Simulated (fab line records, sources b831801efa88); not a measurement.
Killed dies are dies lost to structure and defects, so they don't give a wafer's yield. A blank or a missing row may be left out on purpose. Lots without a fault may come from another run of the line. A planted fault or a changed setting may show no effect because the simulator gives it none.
One fault seen from 2 desks | flow sfq_line | each desk has only its own numbers; what lay behind them comes last

THE METROLOGY DESK
What the gauges read, lot by lot, whatever tool the lot ran on: means of the sampled wafers that have a number. A lot is out of limits, marked OUT, if its mean lies more than 4 standard deviations from the usual mean; the brackets give that distance.
Columns: A = I6_BOW at SFQ_I6_BOW_MEAS_941, usual 7 um; B = M7_NB_RS at SFQ_M7_RS_MEAS_943, usual 0.894 ohm/sq
lot  | first seen here | A  | B
L376 | day 63 04:50    | 12 | 0.899
L377 | day 63 08:43    | 15 | 0.885
L378 | day 63 10:51    | 5  | 0.901
L379 | day 63 17:40    | 16 | 0.898
L380 | day 64 06:22    | -1 | 0.884
L384 | day 70 11:36    | -5 | 0.830 (-8.6) OUT
L385 | day 71 07:00    | -2 | 0.828 (-8.8) OUT
L392 | day 75 12:50    | 2  | 0.904
L393 | day 75 16:26    | 14 | 0.890
L394 | day 75 21:11    | 14 | 0.894
L395 | day 76 08:08    | 2  | 0.899
L396 | day 76 10:34    | 2  | 0.889
L398 | day 76 17:12    | 5  | 0.909
L399 | day 76 19:06    | 2  | 0.895
This desk's finding: out of limits on L384, L385; first on L384, day 70 17:49 (M7_NB_RS at SFQ_M7_RS_MEAS_943). In limits: L376, L377, L378, L379, L380, L392, L393, L394, L395, L396, L398, L399.

THE TOOL OWNER'S DESK: pvd_sputter-05
The tool's own readings at SFQ_TRILAYER_M7_DEP_SPUTTER_175 (material Nb, target thk 200 nm, time 133.3 s): means of the sampled wafers that have a number, for each lot that ran on this tool. A lot is out of limits, marked OUT, if its mean lies more than 4 standard deviations from the usual mean; the brackets give that distance.
Columns: A = cathode_dc_power_W at SFQ_TRILAYER_M7_DEP_SPUTTER_175, usual 1999.9 W; B = throttle_valve_pct at SFQ_TRILAYER_M7_DEP_SPUTTER_175, usual 29.9 %
lot  | first seen here | A                        | B
L379 | day 68 15:02    | 2000.0                   | 29.9
L384 | day 70 17:43    | 2155.8 (+99 or more) OUT | 29.8
L385 | day 71 11:41    | 2155.4 (+99 or more) OUT | 29.8
L392 | day 79 01:41    | 1999.9                   | 29.4
L394 | day 79 11:17    | 1999.9                   | 29.5
L398 | day 80 03:14    | 1999.9                   | 30.2
This desk's finding: out of limits on L384, L385; first on L384, day 70 17:43 (cathode_dc_power_W at SFQ_TRILAYER_M7_DEP_SPUTTER_175). In limits: L379, L392, L394, L398.

PUT TOGETHER
The tool owner's desk could have raised an alarm at day 70 17:43, on L384, L385.
The metrology desk could have raised an alarm at day 70 17:49, on L384, L385.
Of the lots named, all ran SFQ_TRILAYER_M7_DEP_SPUTTER_175 on pvd_sputter-05.

WHAT THE SIMULATOR HAD PUT IN
Process parameter drift: pvd_sputter-05, from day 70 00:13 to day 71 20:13, at SFQ_TRILAYER_M7_DEP_SPUTTER_175. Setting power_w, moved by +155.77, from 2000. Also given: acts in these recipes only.
Lots struck among those shown: L384, L385.
Hours from the fault's start to each desk's first reading out of limits: the tool owner's desk, 18; the metrology desk, 18.
